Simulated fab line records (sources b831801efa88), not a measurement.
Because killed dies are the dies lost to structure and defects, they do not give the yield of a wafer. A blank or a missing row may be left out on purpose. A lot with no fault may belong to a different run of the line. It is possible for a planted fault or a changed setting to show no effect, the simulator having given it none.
Which tool was responsible?	flow sky130	12 lots, 36 wafers sampled, at 5 steps of a route of 708

WHAT EACH GAUGE READ, for each wafer
SKY_POLY_GATE_THK_MEAS_04.
lot	measured	on	POLY_GATE_CVD_03_THK (nm)
L360	day 15 13:43	film_metro-04	74.8 74.8 74.8
L361	day 15 20:00	film_metro-04	74.6 74.6 74.8
L362	day 16 04:32	film_metro-01	74.4 74.4 74.5
L367	day 18 20:47	film_metro-04	74.2 73.9 74.2
L369	day 19 11:51	film_metro-04	75.1 75.3 75.0
L371	day 19 19:53	film_metro-01	75.1 75.3 75.0
L373	day 21 07:58	film_metro-01	75.0 75.1 74.4
L375	day 21 11:31	film_metro-04	75.3 74.5 74.9
L377	day 21 21:07	film_metro-04	74.5 74.9 73.8
L378	day 22 00:44	film_metro-01	73.5 73.8 73.2
L379	day 22 05:06	film_metro-04	74.6 75.0 74.4
L382	day 23 11:10	film_metro-03	74.6 74.6 74.4

SKY_LDD_HVP_OVL_MEAS_07.
lot	measured	on	LDD_HVP_OVL (nm)
L360	day 21 22:47	overlay-01	-2.7 -3.7 -1.1
L361	day 22 01:24	overlay-01	-2.7 -3.3 -3.0
L362	day 22 11:29	overlay-01	-1.1 0.8 1.0
L367	day 25 04:47	overlay-02	37.2 35.8 36.5
L369	day 25 20:09	overlay-02	36.3 37.0 38.4
L371	day 26 05:38	overlay-01	38.2 39.2 38.2
L373	day 27 13:53	overlay-02	-1.5 -2.3 -2.2
L375	day 27 18:38	overlay-02	0.7 0.5 -0.4
L377	day 28 02:54	overlay-02	-2.6 0.0 -1.5
L378	day 28 07:42	overlay-02	0.6 -0.6 -0.5
L379	day 28 11:41	overlay-01	-0.7 0.0 -1.1
L382	day 29 14:56	overlay-01	0.2 0.2 -0.4

SKY_LDD_LDN_OVL_MEAS_07.
lot	measured	on	LDD_LDN_OVL (nm)
L360	day 23 05:17	overlay-01	-1.4 0.3 -1.0
L361	day 23 07:44	overlay-02	0.2 -1.7 -0.1
L362	day 23 18:22	overlay-02	-0.5 -0.2 -0.4
L367	day 26 10:10	overlay-02	-2.8 -1.8 -1.3
L369	day 27 00:45	overlay-01	0.8 1.5 1.3
L371	day 27 10:05	overlay-02	1.6 1.2 1.1
L373	day 28 17:55	overlay-01	0.0 0.1 -2.4
L375	day 28 23:05	overlay-01	-1.6 -1.8 -1.2
L377	day 29 06:47	overlay-01	-1.4 -2.9 -2.3
L378	day 29 11:44	overlay-01	-2.6 -1.1 -3.0
L379	day 29 15:56	overlay-01	-4.1 -2.9 -3.0
L382	day 30 19:10	overlay-01	-0.4 -2.8 -1.0

TOOL THAT RAN EACH LOT (tool first, then ch and the chambers of the sampled wafers, then the start)
lot	SKY_LDD_HVP_EXPOSE_04	SKY_LDD_HVP_STRIP_09
L360	iline_stepper-01 ch 0, day 21 08:01	plasma_asher-04 ch 0,1, day 21 22:58
L361	iline_stepper-01 ch 0, day 21 10:23	plasma_asher-04 ch 0,1, day 22 01:35
L362	iline_stepper-01 ch 0, day 21 20:43	plasma_asher-04 ch 0,1, day 22 11:40
L367	iline_stepper-02 ch 0, day 24 14:14	plasma_asher-04 ch 0, day 25 04:58
L369	iline_stepper-02 ch 0, day 25 06:11	plasma_asher-02 ch 0,1, day 25 20:22
L371	iline_stepper-02 ch 0, day 25 15:16	plasma_asher-01 ch 0,1, day 26 05:49
L373	iline_stepper-01 ch 0, day 26 23:40	plasma_asher-04 ch 0,1, day 27 14:04
L375	iline_stepper-01 ch 0, day 27 04:16	plasma_asher-01 ch 0,1, day 27 18:49
L377	iline_stepper-01 ch 0, day 27 13:22	plasma_asher-01 ch 0,1, day 28 03:05
L378	iline_stepper-01 ch 0, day 27 17:22	plasma_asher-01 ch 0,1, day 28 07:53
L379	iline_stepper-01 ch 0, day 27 21:27	plasma_asher-02 ch 0,1, day 28 11:52
L382	iline_stepper-01 ch 0, day 29 01:23	plasma_asher-02 ch 0,1, day 29 15:09
- SKY_LDD_HVP_EXPOSE_04: exposes mask HVPTM, target cd 700 nm.
- SKY_LDD_HVP_STRIP_09: strips in O2/N2.

AS READ BY THE TOOLS THEMSELVES (means over the sampled wafers that have a number; for cases with no such wafer, the mark the record gives instead)
SKY_LDD_HVP_EXPOSE_04.
lot	tool	focus_offset_nm (nm)
L360	iline_stepper-01	0.3
L361	iline_stepper-01	-0.2
L362	iline_stepper-01	0.1
L367	iline_stepper-02	0.3
L369	iline_stepper-02	0.2
L371	iline_stepper-02	-0.4
L373	iline_stepper-01	0.4
L375	iline_stepper-01	-0.2
L377	iline_stepper-01	-0.3
L378	iline_stepper-01	0.3
L379	iline_stepper-01	-0.5
L382	iline_stepper-01	-0.0

SKY_LDD_HVP_STRIP_09.
lot	tool	drypump_motor_current_A (A)	oes_product_au (a.u.)	strip_time_to_endpoint_s (s)
L360	plasma_asher-04	5.5	0.410	4.131
L361	plasma_asher-04	5.3	0.407	4.132
L362	plasma_asher-04	5.6	0.410	4.129
L367	plasma_asher-04	5.0	0.407	4.132
L369	plasma_asher-02	5.0	0.412	4.144
L371	plasma_asher-01	5.5	0.405	4.127
L373	plasma_asher-04	5.6	0.408	4.139
L375	plasma_asher-01	5.5	0.410	4.145
L377	plasma_asher-01	5.5	0.409	4.141
L378	plasma_asher-01	5.5	0.409	4.139
L379	plasma_asher-02	5.0	0.412	4.116
L382	plasma_asher-02	5.0	0.411	4.132

THE ANSWER, worked out from the rows above alone
Rule: what is usual is taken from the lots themselves. The widest of any qualifying gaps counts: lots, ordered by their means at a reading, are off when they make up no more than a third of the lots, leave a main group of 4 or more, and stand apart from it by 3 or more times the standard deviation of that group's means. Not used: any main group whose means are identical at the precision the tables above print for the reading. A lot without any number at a reading at which 4 lots or more have one is off too. The other lots that the step has rows for count as sound. Order of review: gauges by route order, followed by the tools' own readings, for which a lot's mean as printed above is used. At the first step where some lot is off, the reading lying furthest off is the one used; lots without a number count as furthest.
Off: L367, L369, L371, seen at SKY_LDD_HVP_OVL_MEAS_07 (LDD_HVP_OVL). The main group: mean -1.0 nm, standard deviation 1.2.
A tool fits if, at a process step before that reading, it ran every lot that is off, and no sound lot after the first of them. The gauges at SKY_LDD_HVP_OVL_MEAS_07 are tried like those tools. One fits: iline_stepper-02 at SKY_LDD_HVP_EXPOSE_04. It ran no sound lot before its first lot that is off in this sample, so the start can't be narrowed down.

WHAT THE SIMULATOR HAD PUT IN
Scanner matching overlay: iline_stepper-02, from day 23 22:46 on, at SKY_LDD_HVP_EXPOSE_04. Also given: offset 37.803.
Lots struck among those shown: L367, L369, L371. The rule above reached the same finding.
